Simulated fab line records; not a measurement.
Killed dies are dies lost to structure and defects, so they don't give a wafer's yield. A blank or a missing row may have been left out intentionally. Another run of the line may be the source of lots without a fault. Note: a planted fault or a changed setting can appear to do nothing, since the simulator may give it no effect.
fab line records	flow sfq_line
record: lots: 6	wafers: 18	last_day: 80
route steps=325 shown M6@255 I6@266 M7@281 I7@296 M8@325
lots untouched by any fault: they come from a run of this same line in which no faults occurred
start_h: hours from the record's first day to the start of the lot's first wafer shown	wait_h: hours since the lot's step before	" same as the row above	L1.1+2: one row covering several wafers at once	- no value, or no start was given	* or withheld: withheld	< > ~ a bound
route shown NAME@n: a module of which the file shows steps, and the number in the route of the first	usual: average and standard deviation across the fault-free wafers	same: alike in all rows	chamber/n: place in a boat	sites: each site's reading	_std_site: standard deviation across them	_edge_site: outer sites' mean less inner sites'	radius_mm: for every site, how far away it sits from the centre of the wafer	mask NAME#n: copy n	behind: tool/chamber where the wafer was last shaped	hold: cause of the lot's hold/its duration in hours/its outcome	device: the transistor (n, p or np) that didn't switch	end of line: the same wafers' tests at the end of the route	a step given without rows: its recipe and nothing more	killed: the dies lost at the first sort to structure and to defects; this is not the yield of the wafer	map: the dies of a wafer, with x for killed, . for not killed, _ for no die there
set.NAME: the run value of the setting; set.NAME@STEP: its run value at that earlier step	model.NAME: the simulator's own value behind a step, which no gauge read
lots at some steps of the route; a table a step, a row a wafer
services: from which hour (start_h, from the record's first day; less than 0 if before it) a tool's chamber was out of use, for how many hours, and why
== steps ==
step: SFQ_TRILAYER_M6_LITHO_COAT_164
recipe: resist: BARC	spin_rpm: 3000	resist_thk_nm: 62
step: SFQ_TRILAYER_M6_LITHO_COAT_159
recipe: resist: KrF	spin_rpm: 3000	resist_thk_nm: 600
step: SFQ_TRILAYER_M6_LITHO_SOFTBAKE_163
recipe: temp_c: withheld	time_s: withheld	resist: KrF
step: SFQ_TRILAYER_M6_LITHO_EXPOSE_160
recipe: mask_id: M6	na: 0.6	source_shape: conventional	sigma_outer: 0.65	target_cd_nm: 500	dose_mj: 14.4
step: SFQ_TRILAYER_M6_LITHO_PEB_162
recipe: peb_temp_c: 115	peb_time_s: 60	resist: KrF
step: SFQ_TRILAYER_M6_LITHO_DEVELOP_161
recipe: time_s: 60	resist: KrF
step: SFQ_M6_OVL_MEAS_940
usual: M6_OVL: 0/5.3
lot.wafer	tool	chamber	start_h	wait_h	M6_OVL[nm]
L118.1	overlay-02	-	1366.30	0.1	2
L118.2	"	-	"	"	8
L118.6	"	-	"	"	2
L125.2	overlay-02	-	1395.29	0.1	10
L125.4	"	-	"	"	3
L125.6	"	-	"	"	10
L126.2	overlay-02	-	1396.62	0.1	1
L126.5	"	-	"	"	1
L126.6	"	-	"	"	-2
L127.2	overlay-02	-	1397.82	0.1	-1
L127.3	"	-	"	"	-5
L127.6	"	-	"	"	3
L130.3	overlay-01	-	1553.96	0.1	-1
L130.4	"	-	"	"	6
L130.5	"	-	"	"	2
L137.4	overlay-02	-	1733.41	0.1	2
L137.5	"	-	"	"	5
L137.6	"	-	"	"	1
step: SFQ_TRILAYER_M6_BARC_OPEN_METAL_ETCH_206
recipe: mask_material: PR	chemistry: O2	target_depth_nm: 125	target: BARC	icp_w: 600	bias_w: 80	pressure_mtorr: 10	time_s: 41.7
usual: drypump_motor_current_A: 5.9/0.41	oes_product_au: 0.685/0.0046
lot.wafer	tool	chamber	start_h	wait_h	drypump_motor_current_A	oes_product_au	rf_hours_counter_h
L118.1	rie_metal-04	1	1366.34	0.0	5.7	0.686	58
L118.2	"	0	"	"	6.3	0.690	114
L118.6	"	1	"	"	5.7	0.685	-
L125.2	rie_metal-02	0	1395.32	0.0	6.5	0.689	8
L125.4	"	1	"	"	5.2	0.692	-
L125.6	"	0	"	"	6.5	0.693	-
L126.2	rie_metal-04	0	1396.65	0.0	6.3	0.691	121
L126.5	"	1	"	"	5.7	0.678	-
L126.6	"	0	"	"	6.3	0.685	-
L127.2	rie_metal-02	0	1397.85	0.0	6.5	0.680	9
L127.3	"	1	"	"	5.2	0.678	-
L127.6	"	0	"	"	6.5	0.677	-
L130.3	rie_metal-02	1	1554.00	0.0	5.2	0.682	-
L130.4	"	0	"	"	6.5	0.685	-
L130.5	"	1	"	"	5.2	0.694	-
L137.4	rie_metal-02	1	1733.45	0.0	5.2	0.684	-
L137.5	"	1	"	"	5.2	0.682	-
L137.6	"	0	"	"	6.5	0.686	-
step: SFQ_TRILAYER_M6_ETCH_METAL_ETCH_162
recipe: target: Nb	stop_on: SiO2	mask_material: PR	chemistry: Cl2/Ar	target_depth_nm: 240	icp_w: 600	bias_w: 80	pressure_mtorr: 10	time_s: 120
usual: drypump_motor_current_A: 5.9/0.4	oes_product_au: 0.896/0.007
lot.wafer	tool	chamber	start_h	wait_h	drypump_motor_current_A	oes_product_au	rf_hours_counter_h
L118.1	rie_metal-04	1	1366.40	0.0	5.7	0.902	59
L118.2	"	0	"	"	6.3	0.899	114
L118.6	"	1	"	"	5.7	0.893	-
L125.2	rie_metal-02	0	1395.38	0.0	6.5	0.893	8
L125.4	"	1	"	"	5.2	0.902	-
L125.6	"	0	"	"	6.4	0.892	-
L126.2	rie_metal-04	0	1396.71	0.0	6.3	0.891	121
L126.5	"	1	"	"	5.7	0.894	-
L126.6	"	0	"	"	6.3	0.889	-
L127.2	rie_metal-02	0	1397.91	0.0	6.5	0.900	9
L127.3	"	1	"	"	5.2	0.904	-
L127.6	"	0	"	"	6.5	0.902	-
L130.3	rie_metal-02	1	1554.08	0.1	5.2	0.890	-
L130.4	"	0	"	"	6.5	0.910	-
L130.5	"	1	"	"	5.2	0.912	-
L137.4	rie_metal-02	1	1733.53	0.1	5.2	0.903	-
L137.5	"	1	"	"	5.2	0.910	-
L137.6	"	0	"	"	6.5	0.897	-
step: SFQ_TRILAYER_M6_STRIP_STRIP_163
recipe: gas: O2	power_w: 200	platen_temp_c: 40	overash_fraction: 0.65	chemistry: O2	pressure_mtorr: 50
usual: drypump_motor_current_A: 5.9/0.4	oes_product_au: 1.006/0.0097	platen_temp_c: 40.02/0.094
lot.wafer	tool	chamber	start_h	wait_h	drypump_motor_current_A	oes_product_au	platen_temp_c	rf_hours_counter_h
L118.1	rie_metal-04	1	1366.52	0.1	5.7	0.988	40.05	59
L118.2	"	0	"	"	6.3	0.997	40.06	114
L118.6	"	1	"	"	5.7	0.994	39.96	-
L125.2	rie_metal-02	0	1395.51	0.1	6.5	1.015	40.16	8
L125.4	"	1	"	"	5.2	1.015	39.96	-
L125.6	"	0	"	"	6.5	1.032	40.12	-
L126.2	rie_metal-04	0	1396.83	0.1	6.3	1.014	40.13	121
L126.5	"	1	"	"	5.7	1.010	40.03	-
L126.6	"	0	"	"	6.3	1.018	40.15	-
L127.2	rie_metal-02	0	1398.03	0.1	6.5	1.024	39.84	9
L127.3	"	0	"	"	6.5	1.015	40.05	-
L127.6	"	0	"	"	6.5	1.024	40.02	-
L130.3	rie_metal-02	1	1554.37	0.2	5.2	1.005	40.21	-
L130.4	"	0	"	"	6.5	1.013	39.88	-
L130.5	"	1	"	"	5.2	1.006	40.15	-
L137.4	rie_metal-02	1	1733.81	0.2	5.2	1.007	40.01	-
L137.5	"	1	"	"	5.2	0.996	39.99	-
L137.6	"	0	"	"	6.5	1.015	39.92	-
step: SFQ_TRILAYER_M6_STRIP_SOLV_CLEAN_164
recipe: chemistry: NMP	temp_c: 70	time_s: 600
step: SFQ_TRILAYER_I6_DEP_PECVD_165
recipe: material: SiO2	temp_c: 150	time_s: 111.11	pressure_torr: 2.4	rf_w: 183.3	precursor: SiH4/N2O	target_thk_nm: 500
step: SFQ_TRILAYER_I6_CMP_CMP_166
recipe: material: SiO2	down_force_psi: 3	platen_rpm: 60	pad_velocity_m_s: 0.94248
usual: motor_current_A: 10.2/0.93	time_to_endpoint_s: 215/7.8
lot.wafer	tool	chamber	start_h	wait_h	motor_current_A	time_to_endpoint_s	model.SiO2_of_TRILAYER_I6_DEP_PECVD_165.thk_nm
L118.2	cmp-01	2	1373.87	6.5	10.5	206	201.4
L118.1	"	0	1374.87	7.5	11.7	217	202.4
L118.6	"	2	1375.87	8.5	9.3	216	201.4
L125.4	cmp-02	1	1423.89	27.5	9.0	221	201.7
L125.2	"	3	1424.89	28.6	10.9	203	200.4
L125.6	"	2	1426.39	30.0	9.6	223	201.6
L126.2	cmp-02	2	1427.39	29.7	9.6	279	304.3
L126.5	"	1	1428.89	31.2	8.8	290	308.4
L126.6	"	2	"	"	9.7	280	304
L127.3	cmp-02	2	1429.89	30.6	9.7	274	301.5
L127.2	"	1	1431.39	32.1	8.7	284	305.2
L127.6	"	2	"	"	9.6	287	306.8
L130.3	cmp-01	3	1559.12	4.1	10.8	206	199.8
L130.4	"	1	1560.12	5.1	11.0	211	198.7
L130.5	"	3	1561.12	6.1	10.9	219	200.2
L137.4	cmp-02	1	1746.24	11.8	8.1	234	200
L137.5	"	1	1748.24	13.8	8.5	217	201.9
L137.6	"	2	"	"	9.6	222	200.1
step: SFQ_I6_BOW_MEAS_941
recipe: mode: bow
usual: I6_BOW: 5/12
lot.wafer	tool	chamber	start_h	wait_h	I6_BOW[um]
L118.1	film_metro-03	-	1376.87	1.5	7
L118.2	"	-	"	"	15
L118.6	"	-	"	"	4
L125.2	film_metro-03	-	1426.91	1.5	5
L125.4	"	-	"	"	-11
L125.6	"	-	"	"	1
L126.2	film_metro-04	-	1429.91	2.0	26
L126.5	"	-	"	"	36
L126.6	"	-	"	"	27
L127.2	film_metro-01	-	1432.91	1.0	18
L127.3	"	-	"	"	17
L127.6	"	-	"	"	6
L130.3	film_metro-03	-	1561.66	2.0	20
L130.4	"	-	"	"	19
L130.5	"	-	"	"	10
L137.4	film_metro-01	-	1749.30	2.6	-3
L137.5	"	-	"	"	0
L137.6	"	-	"	"	-6
step: SFQ_TRILAYER_I6_METRO_MEASURE_167
usual: thk_nm: 200.1/1.1
lot.wafer	tool	chamber	start_h	wait_h	thk_nm
L118.1	film_metro-03	-	1376.99	0.1	202.3
L118.2	"	-	"	"	201.3
L118.6	"	-	"	"	201.5
L125.2	film_metro-03	-	1427.21	0.3	200.4
L125.4	"	-	"	"	201.9
L125.6	"	-	"	"	201.8
L126.2	film_metro-04	-	1430.21	0.3	304.3
L126.5	"	-	"	"	308.4
L126.6	"	-	"	"	304.0
L127.2	film_metro-01	-	1433.21	0.3	305.4
L127.3	"	-	"	"	301.7
L127.6	"	-	"	"	306.8
L130.3	film_metro-03	-	1562.14	0.5	199.8
L130.4	"	-	"	"	198.7
L130.5	"	-	"	"	200.3
L137.4	film_metro-01	-	1749.96	0.6	200.0
L137.5	"	-	"	"	202.1
L137.6	"	-	"	"	200.1
step: SFQ_TRILAYER_I6_VIA_LITHO_COAT_174
recipe: resist: BARC	spin_rpm: 3000	resist_thk_nm: 62
step: SFQ_TRILAYER_I6_VIA_LITHO_COAT_169
recipe: resist: KrF	spin_rpm: 3000	resist_thk_nm: 650
step: SFQ_TRILAYER_I6_VIA_LITHO_SOFTBAKE_173
recipe: temp_c: withheld	time_s: withheld	resist: KrF
step: SFQ_TRILAYER_I6_VIA_LITHO_EXPOSE_170
recipe: mask_id: I6	na: 0.6	source_shape: conventional	sigma_outer: 0.65	target_cd_nm: 700	dose_mj: 21.3
step: SFQ_TRILAYER_I6_VIA_LITHO_PEB_172
recipe: peb_temp_c: 115	peb_time_s: 60	resist: KrF
step: SFQ_TRILAYER_I6_VIA_LITHO_DEVELOP_171
recipe: time_s: 60	resist: KrF
step: SFQ_I6_OVL_MEAS_942
usual: I6_OVL: 2/6.1
lot.wafer	tool	chamber	start_h	wait_h	I6_OVL[nm]
L118.1	overlay-01	-	1386.89	0.1	5
L118.2	"	-	"	"	6
L118.6	"	-	"	"	-2
L125.2	overlay-02	-	1521.62	0.1	8
L125.4	"	-	"	"	7
L125.6	"	-	"	"	7
L126.2	overlay-02	-	1522.82	0.1	11
L126.5	"	-	"	"	13
L126.6	"	-	"	"	5
L127.2	overlay-02	-	1524.02	0.1	2
L127.3	"	-	"	"	4
L127.6	"	-	"	"	9
L130.3	overlay-02	-	1597.24	0.1	-5
L130.4	"	-	"	"	0
L130.5	"	-	"	"	-1
L137.4	overlay-02	-	1758.72	0.1	5
L137.5	"	-	"	"	5
L137.6	"	-	"	"	3
step: SFQ_TRILAYER_I6_VIA_BARC_OPEN_VIA_ETCH_235
recipe: mask_material: PR	chemistry: O2	target_depth_nm: 125	target: BARC	source_w: 500	bias_w: 80	pressure_mtorr: 30	time_s: 41.7
step: SFQ_TRILAYER_I6_VIA_ETCH_VIA_ETCH_172
recipe: target: SiO2	stop_on: Nb	mask_material: PR	taper_deg: 20	chemistry: CHF3	target_depth_nm: 260	source_w: 500	bias_w: 80	pressure_mtorr: 30	time_s: withheld
usual: drypump_motor_current_A: 5.7/0.58	oes_product_au: 0.855/0.005
lot.wafer	tool	chamber	start_h	wait_h	drypump_motor_current_A	oes_product_au	model.I6.feature_depth_nm	model.etch.depth_nm
L118.1	rie_diel-04	3	1386.96	0.0	5.6	0.858	202.4	202.4
L118.2	"	1	"	"	5.4	0.864	201.4	201.4
L118.6	"	2	"	"	6.1	0.850	201.4	201.4
L125.2	rie_diel-01	3	1521.69	0.0	4.9	0.859	200.4	200.4
L125.4	"	0	"	"	6.5	0.861	201.7	201.7
L125.6	"	3	"	"	4.9	0.855	201.6	201.6
L126.2	rie_diel-04	3	1522.89	0.0	5.6	0.988	253.8	253.8
L126.5	"	1	"	"	5.4	1.000	258.5	258.5
L126.6	"	2	"	"	6.1	1.001	259.7	259.7
L127.2	rie_diel-04	0	1524.09	0.0	6.1	0.985	255	255
L127.3	"	1	"	"	5.3	0.993	257.6	257.6
L127.6	"	3	"	"	5.6	0.978	254.4	254.4
L130.3	rie_diel-04	3	1597.30	0.0	5.6	0.846	199.8	199.8
L130.4	"	1	"	"	5.4	0.849	198.7	198.7
L130.5	"	0	"	"	6.1	0.863	200.2	200.2
L137.4	rie_diel-01	2	1758.78	0.0	5.1	0.850	200	200
L137.5	"	3	"	"	4.9	0.857	201.9	201.9
L137.6	"	0	"	"	6.6	0.853	200.1	200.1
step: SFQ_TRILAYER_I6_VIA_STRIP_STRIP_173
recipe: gas: O2	power_w: 200	platen_temp_c: 40	overash_fraction: 0.65	chemistry: O2	pressure_mtorr: 50
step: SFQ_TRILAYER_I6_VIA_STRIP_SOLV_CLEAN_174
recipe: chemistry: NMP	temp_c: 70	time_s: 600
step: SFQ_TRILAYER_M7_DEP_PRE_CLEAN_176
recipe: gas: Ar	time_s: 22.5	bias_v: 250
lot.wafer	tool	chamber	start_h	wait_h	model.SiO2_of_TRILAYER_I6_DEP_PECVD_165.thk_nm
L118.1	pvd_sputter-03	-	1387.87	0.0	194.9
L118.2+6	"	-	"	"	193.9
L125.2	pvd_sputter-04	-	1522.58	0.0	192.9
L125.4	"	-	"	"	194.2
L125.6	"	-	"	"	194.1
L126.2	pvd_sputter-03	-	1523.78	0.0	296.8
L126.5	"	-	"	"	300.9
L126.6	"	-	"	"	296.5
L127.2	pvd_sputter-06	-	1524.98	0.0	297.7
L127.3	"	-	"	"	294
L127.6	"	-	"	"	299.3
L130.3	pvd_sputter-03	-	1598.19	0.0	192.3
L130.4	"	-	"	"	191.2
L130.5	"	-	"	"	192.7
L137.4	pvd_sputter-04	-	1760.27	0.0	192.5
L137.5	"	-	"	"	194.4
L137.6	"	-	"	"	192.6
step: SFQ_TRILAYER_M7_DEP_SPUTTER_175
recipe: material: Nb	base_pressure_pa: 1.33e-06	chamber_pressure_pa: 0.1333	substrate_temp_c: 20	target_thk_nm: 200	power_w: 2000	time_s: 133.3
usual: throttle_valve_pct: 30.2/1.4
lot.wafer	tool	chamber	start_h	wait_h	throttle_valve_pct
L118.1	pvd_sputter-03	-	1387.89	0.0	28.2
L118.2	"	-	"	"	27.9
L118.6	"	-	"	"	30.5
L125.2	pvd_sputter-04	-	1522.60	0.0	31.8
L125.4	"	-	"	"	31.5
L125.6	"	-	"	"	31.3
L126.2	pvd_sputter-03	-	1523.80	0.0	30.4
L126.5	"	-	"	"	30.4
L126.6	"	-	"	"	28.1
L127.2	pvd_sputter-06	-	1525.00	0.0	29.0
L127.3	"	-	"	"	28.9
L127.6	"	-	"	"	28.8
L130.3	pvd_sputter-03	-	1598.22	0.0	30.5
L130.4	"	-	"	"	28.0
L130.5	"	-	"	"	30.4
L137.4	pvd_sputter-04	-	1760.29	0.0	31.5
L137.5	"	-	"	"	31.8
L137.6	"	-	"	"	30.4
step: SFQ_M7_RS_MEAS_943
recipe: thk_meas_gauge: four-point-probe	reads: Nb_of_TRILAYER_M7_DEP_SPUTTER_175
usual: M7_NB_RS: 0.885/0.011
lot.wafer	tool	chamber	start_h	wait_h	M7_NB_RS[ohm/sq]
L118.1	film_metro-02	-	1387.99	0.0	0.901
L118.2	"	-	"	"	0.894
L118.6	"	-	"	"	0.900
L125.2	film_metro-04	-	1522.72	0.1	0.881
L125.4	"	-	"	"	0.878
L125.6	"	-	"	"	0.888
L126.2	film_metro-01	-	1523.92	0.1	0.871
L126.5	"	-	"	"	0.871
L126.6	"	-	"	"	0.871
L127.2	film_metro-01	-	1525.12	0.1	0.884
L127.3	"	-	"	"	0.876
L127.6	"	-	"	"	0.884
L130.3	film_metro-01	-	1598.35	0.1	0.897
L130.4	"	-	"	"	0.908
L130.5	"	-	"	"	0.901
L137.4	film_metro-02	-	1760.45	0.1	0.882
L137.5	"	-	"	"	0.889
L137.6	"	-	"	"	0.888
step: SFQ_TRILAYER_M7_LITHO_COAT_182
recipe: resist: BARC	spin_rpm: 3000	resist_thk_nm: 62
step: SFQ_TRILAYER_M7_LITHO_COAT_177
recipe: resist: KrF	spin_rpm: 3000	resist_thk_nm: 600
step: SFQ_TRILAYER_M7_LITHO_SOFTBAKE_181
recipe: temp_c: withheld	time_s: withheld	resist: KrF
step: SFQ_TRILAYER_M7_LITHO_EXPOSE_178
recipe: mask_id: M7	na: 0.6	source_shape: conventional	sigma_outer: 0.65	target_cd_nm: 500	dose_mj: 14.4
step: SFQ_TRILAYER_M7_LITHO_PEB_180
recipe: peb_temp_c: 115	peb_time_s: 60	resist: KrF
step: SFQ_TRILAYER_M7_LITHO_DEVELOP_179
recipe: time_s: 60	resist: KrF
step: SFQ_M7_OVL_MEAS_945
usual: M7_OVL: 0/7
lot.wafer	tool	chamber	start_h	wait_h	M7_OVL[nm]
L118.1	overlay-02	-	1484.50	0.1	-6
L118.2	"	-	"	"	-1
L118.6	"	-	"	"	-8
L125.2	overlay-01	-	1620.20	0.1	9
L125.4	"	-	"	"	4
L125.6	"	-	"	"	3
L126.2	overlay-01	-	1621.40	0.1	-1
L126.5	"	-	"	"	4
L126.6	"	-	"	"	-1
L127.2	overlay-01	-	1622.60	0.1	14
L127.3	"	-	"	"	7
L127.6	"	-	"	"	10
L130.3	overlay-01	-	1629.80	0.1	10
L130.4	"	-	"	"	9
L130.5	"	-	"	"	7
L137.4	overlay-01	-	1778.36	0.1	5
L137.5	"	-	"	"	7
L137.6	"	-	"	"	2
step: SFQ_TRILAYER_M7_BARC_OPEN_METAL_ETCH_229
recipe: mask_material: PR	chemistry: O2	target_depth_nm: 125	target: BARC	icp_w: 600	bias_w: 80	pressure_mtorr: 10	time_s: 41.7
step: SFQ_TRILAYER_M7_ETCH_METAL_ETCH_180
recipe: target: Nb	stop_on: SiO2	mask_material: PR	chemistry: Cl2/Ar	target_depth_nm: 240	icp_w: 600	bias_w: 80	pressure_mtorr: 10	time_s: 120
step: SFQ_TRILAYER_M7_STRIP_STRIP_181
recipe: gas: O2	power_w: 200	platen_temp_c: 40	overash_fraction: 0.65	chemistry: O2	pressure_mtorr: 50
usual: drypump_motor_current_A: 5.9/0.46	oes_product_au: 1.005/0.0089	platen_temp_c: 40.00/0.11
lot.wafer	tool	chamber	start_h	wait_h	drypump_motor_current_A	oes_product_au	platen_temp_c	rf_hours_counter_h
L118.1	rie_metal-04	0	1484.72	0.1	6.3	1.016	40.05	137
L118.2	"	1	"	"	5.7	1.004	39.86	81
L118.6	"	1	"	"	5.7	1.004	40.15	-
L125.2	rie_metal-04	0	1620.41	0.1	6.3	1.007	39.91	5
L125.4	"	0	"	"	6.3	0.999	39.94	-
L125.6	"	0	"	"	6.3	1.010	40.19	-
L126.2	rie_metal-02	1	1621.61	0.1	5.2	1.005	39.88	77
L126.5	"	0	"	"	6.5	1.014	40.14	-
L126.6	"	1	"	"	5.2	1.013	39.98	-
L127.2	rie_metal-03	0	1622.81	0.1	5.6	1.002	40.00	110
L127.3	"	1	"	"	6.3	1.010	39.95	-
L127.6	"	1	"	"	6.3	1.020	39.88	-
L130.3	rie_metal-03	1	1630.21	0.2	6.3	1.012	40.11	-
L130.4	"	0	"	"	5.6	1.002	39.96	-
L130.5	"	1	"	"	6.3	1.014	40.11	-
L137.4	rie_metal-02	0	1778.76	0.2	6.5	1.017	39.99	-
L137.5	"	0	"	"	6.5	1.018	39.87	-
L137.6	"	1	"	"	5.2	1.009	40.15	-
step: SFQ_TRILAYER_M7_STRIP_SOLV_CLEAN_182
recipe: chemistry: NMP	temp_c: 70	time_s: 600
step: SFQ_TRILAYER_I7_DEP_PECVD_183
recipe: material: SiO2	temp_c: 150	time_s: 111.11	pressure_torr: 2.4	rf_w: 183.3	precursor: SiH4/N2O	target_thk_nm: 500
step: SFQ_M8_BOW_MEAS_951
recipe: mode: bow
usual: M8_BOW: 7/12
lot.wafer	tool	chamber	start_h	wait_h	M8_BOW[um]	model.etest.i6.link_ohm
L118.1	film_metro-01	-	1628.80	0.0	6	1.881
L118.2	"	-	"	"	15	1.873
L118.6	"	-	"	"	4	1.884
L125.2	film_metro-03	-	1776.65	0.0	7	1.86
L125.4	"	-	"	"	-9	1.856
L125.6	"	-	"	"	2	1.871
L126.2	film_metro-01	-	1780.25	0.0	25	1e+06
L126.5	"	-	"	"	35	1e+06
L126.6	"	-	"	"	28	1e+06
L127.2	film_metro-02	-	1785.65	0.0	17	1e+06
L127.3	"	-	"	"	16	1e+06
L127.6	"	-	"	"	5	1e+06
L130.3	film_metro-02	-	1797.67	0.0	20	1.862
L130.4	"	-	"	"	20	1.865
L130.5	"	-	"	"	12	1.862
L137.4	film_metro-01	-	1931.70	0.1	-7	1.856
L137.5	"	-	"	"	-2	1.855
L137.6	"	-	"	"	-9	1.863
== services ==
tool	chamber	start_h	hours	kind
cmp-02	-	1364.77	0.6	repair
rie_diel-04	1	1372.68	5.5	repair
cmp-02	-	1391.90	4.4	repair
pvd_sputter-04	-	1414.43	2.5	repair
rie_metal-02	0	1416.76	6.2	repair
cmp-02	-	1420.08	0.8	repair
pvd_sputter-04	-	1435.46	2.0	repair
cmp-02	-	1436.23	1.8	repair
pvd_sputter-04	-	1449.50	6.8	repair
rie_diel-04	0	1459.83	4.0	repair
rie_diel-04	-	1477.23	1.1	repair
cmp-02	-	1543.68	1.2	repair
cmp-02	-	1553.62	10.3	pm
cmp-02	-	1563.31	1.3	repair
pvd_sputter-04	-	1571.78	6.2	repair
rie_metal-04	-	1576.27	0.4	repair
pvd_sputter-04	-	1584.61	20.2	repair
cmp-02	-	1602.82	4.0	pm
rie_metal-02	-	1603.00	3.8	repair
rie_metal-02	-	1624.61	2.8	pm
rie_metal-02	1	1699.75	17.9	repair
pvd_sputter-03	-	1715.62	0.6	repair
pvd_sputter-03	-	1729.07	1.0	repair
rie_metal-04	0	1758.31	10.0	repair
== key ==
first_sign: step: SFQ_TRILAYER_I6_CMP_CMP_166	reading: time_to_endpoint_s	direction: up	sigmas: 8.7	usual: *	struck: *
effect: step: SFQ_TRILAYER_I6_METRO_MEASURE_167	reading: thk_nm	direction: up	sigmas: 92	usual: 200.1	struck: 305.1
effect: step: SFQ_TRILAYER_I6_VIA_ETCH_VIA_ETCH_172	reading: oes_product_au	direction: up	sigmas: 27	usual: 0.855	struck: 0.991
model_effect: step: SFQ_TRILAYER_I6_CMP_CMP_166	value: SiO2_of_TRILAYER_I6_DEP_PECVD_165.thk_nm	without: 198.9	struck: 305
model_effect: step: SFQ_TRILAYER_I6_VIA_ETCH_VIA_ETCH_172	value: I6.feature_depth_nm	without: 198.9	struck: 256.5
model_effect: step: SFQ_TRILAYER_M7_DEP_PRE_CLEAN_176	value: SiO2_of_TRILAYER_I6_DEP_PECVD_165.thk_nm	without: 191.4	struck: 297.5
model_effect: step: SFQ_M8_BOW_MEAS_951	value: etest.i6.link_ohm	without: 1.863	struck: 1e+06
met_at SFQ_TRILAYER_I6_CMP_CMP_166
struck_wafers L126.2,L126.5,L126.6,L127.2,L127.3,L127.6
fault: kind: process_parameter_drift	tool: cmp-02	chamber: -	onset_h: 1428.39	steps: SFQ_TRILAYER_I6_CMP_CMP_166	channel: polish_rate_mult	offset: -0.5	shape: step	end_h: 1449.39
